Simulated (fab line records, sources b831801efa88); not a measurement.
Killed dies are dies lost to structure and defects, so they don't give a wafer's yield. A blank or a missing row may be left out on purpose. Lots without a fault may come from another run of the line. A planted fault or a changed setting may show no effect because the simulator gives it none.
Which tool did it? | flow sky130 | 13 lots, 39 wafers sampled, at 3 steps of a route of 708

WHAT THE GAUGES READ, wafer by wafer
SKY_CAP2M_THK_MEAS_04: measures by xrf. Usual: CAP2M_TIN_THK 201.7 nm, standard deviation 2.6.
lot  | measured     | on            | CAP2M_TIN_THK (nm) | flag
L820 | day 40 01:16 | film_metro-02 | 202.5 200.7 201.6  |
L821 | day 40 11:51 | film_metro-03 | 198.6 204.8 199.5  |
L824 | day 41 06:10 | film_metro-02 | 199.2 199.9 198.7  |
L825 | day 41 19:41 | film_metro-02 | 205.0 202.2 204.3  |
L826 | day 42 12:16 | film_metro-02 | 200.5 200.1 200.3  |
L828 | day 42 13:09 | film_metro-04 | 201.2 201.8 198.5  |
L827 | day 42 17:04 | film_metro-04 | 199.0 204.8 199.8  |
L829 | day 42 23:35 | film_metro-02 | 201.5 203.8 203.4  |
L832 | day 43 10:51 | film_metro-03 | 193.6 199.0 194.8  |
L835 | day 44 04:50 | film_metro-02 | 203.2 206.1 208.1  |
L836 | day 44 05:18 | film_metro-02 | 204.2 205.9 204.0  |
L837 | day 44 19:45 | film_metro-02 | 200.1 200.3 199.4  |
L839 | day 45 06:21 | film_metro-04 | 200.3 197.7 198.1  |

SKY_VIA4_THK_MEAS_20: measures by xrf. Usual: VIA4_W_THK 491 nm, standard deviation 7.3.
lot  | measured     | on            | VIA4_W_THK (nm) | flag
L820 | day 43 03:41 | film_metro-01 | 490 487 488     |
L821 | day 43 14:11 | film_metro-01 | 478 495 493     |
L824 | day 44 05:37 | film_metro-01 | 482 489 490     |
L825 | day 44 18:32 | film_metro-03 | 486 491 490     |
L826 | day 45 09:47 | film_metro-01 | 483 498 487     |
L828 | day 45 11:08 | film_metro-03 | 496 496 482     |
L827 | day 45 14:13 | film_metro-01 | 500 510 485     |
L829 | day 45 20:15 | film_metro-03 | 494 491 498     |
L832 | day 46 07:27 | film_metro-01 | 493 492 491     |
L835 | day 46 23:59 | film_metro-02 | 486 503 496     |
L836 | day 47 00:20 | film_metro-01 | 502 492 490     |
L837 | day 47 12:25 | film_metro-01 | 502 494 493     |
L839 | day 47 23:58 | film_metro-01 | 508 491 505     |

WHICH TOOL RAN EACH LOT (tool, then ch and the chambers of the sampled wafers, then the start)
lot  | SKY_PWDE_STRIP_09
L820 | plasma_asher-03 ch 0,1, day 4 04:00
L821 | plasma_asher-04 ch 0,1, day 4 16:45
L824 | plasma_asher-04 ch 0,1, day 5 02:18
L825 | plasma_asher-03 ch 0,1, day 5 14:36
L826 | plasma_asher-04 ch 0,1, day 6 04:46
L828 | plasma_asher-04 ch 0,1, day 6 05:09
L827 | plasma_asher-04 ch 0,1, day 6 05:32
L829 | plasma_asher-03 ch 0,1, day 6 06:28
L832 | plasma_asher-04 ch 0,1, day 6 21:05
L835 | plasma_asher-03 ch 0,1, day 7 09:50
L836 | plasma_asher-03 ch 0,1, day 7 15:35
L837 | plasma_asher-03 ch 0,1, day 8 00:13
L839 | plasma_asher-03 ch 0,1, day 8 15:14
- SKY_PWDE_STRIP_09: strips in O2/N2.

WHAT THE TOOLS THEMSELVES READ (means of the sampled wafers that have a number; where no wafer has one, the mark that the record gives instead)
SKY_PWDE_STRIP_09. Usual: drypump_motor_current_A 5.9 A, standard deviation 0.39; oes_product_au 0.722 a.u., standard deviation 0.0049; strip_time_to_endpoint_s 36.94 s, standard deviation 0.1.
lot  | tool            | drypump_motor_current_A (A) | oes_product_au (a.u.) | strip_time_to_endpoint_s (s) | flag
L820 | plasma_asher-03 | 6.2                         | 0.725                 | 36.93                        |
L821 | plasma_asher-04 | 5.6                         | 0.722                 | 36.98                        |
L824 | plasma_asher-04 | 5.6                         | 0.723                 | 36.82                        |
L825 | plasma_asher-03 | 6.2                         | 0.717                 | 36.79                        |
L826 | plasma_asher-04 | 5.8                         | 0.718                 | 37.02                        |
L828 | plasma_asher-04 | 5.6                         | 0.721                 | 36.91                        |
L827 | plasma_asher-04 | 5.6                         | 0.723                 | 36.93                        |
L829 | plasma_asher-03 | 6.4                         | 0.723                 | 36.72                        |
L832 | plasma_asher-04 | 5.6                         | 0.719                 | 36.97                        |
L835 | plasma_asher-03 | 6.2                         | 0.720                 | 36.85                        |
L836 | plasma_asher-03 | 6.2                         | 0.721                 | 36.97                        |
L837 | plasma_asher-03 | 6.2                         | 0.725                 | 37.00                        |
L839 | plasma_asher-03 | 6.2                         | 0.724                 | 36.91                        |

THE ANSWER, worked out from the rows above alone
Rule: a lot is off if the mean of its wafers that have a number lies more than 3 standard deviations from the usual mean. A lot without any number at a reading at which 4 lots or more have one is off too. The other lots that the step has rows for count as sound. The gauges are gone through in route order, then the tools' own readings, and for those a lot's mean is taken as printed above. The first step at which some lot is off is used, and at that step the reading that is off furthest; a lot without a number counts as furthest.
No lot is off at any reading shown: from this, nothing can be told.

WHAT THE SIMULATOR HAD PUT IN
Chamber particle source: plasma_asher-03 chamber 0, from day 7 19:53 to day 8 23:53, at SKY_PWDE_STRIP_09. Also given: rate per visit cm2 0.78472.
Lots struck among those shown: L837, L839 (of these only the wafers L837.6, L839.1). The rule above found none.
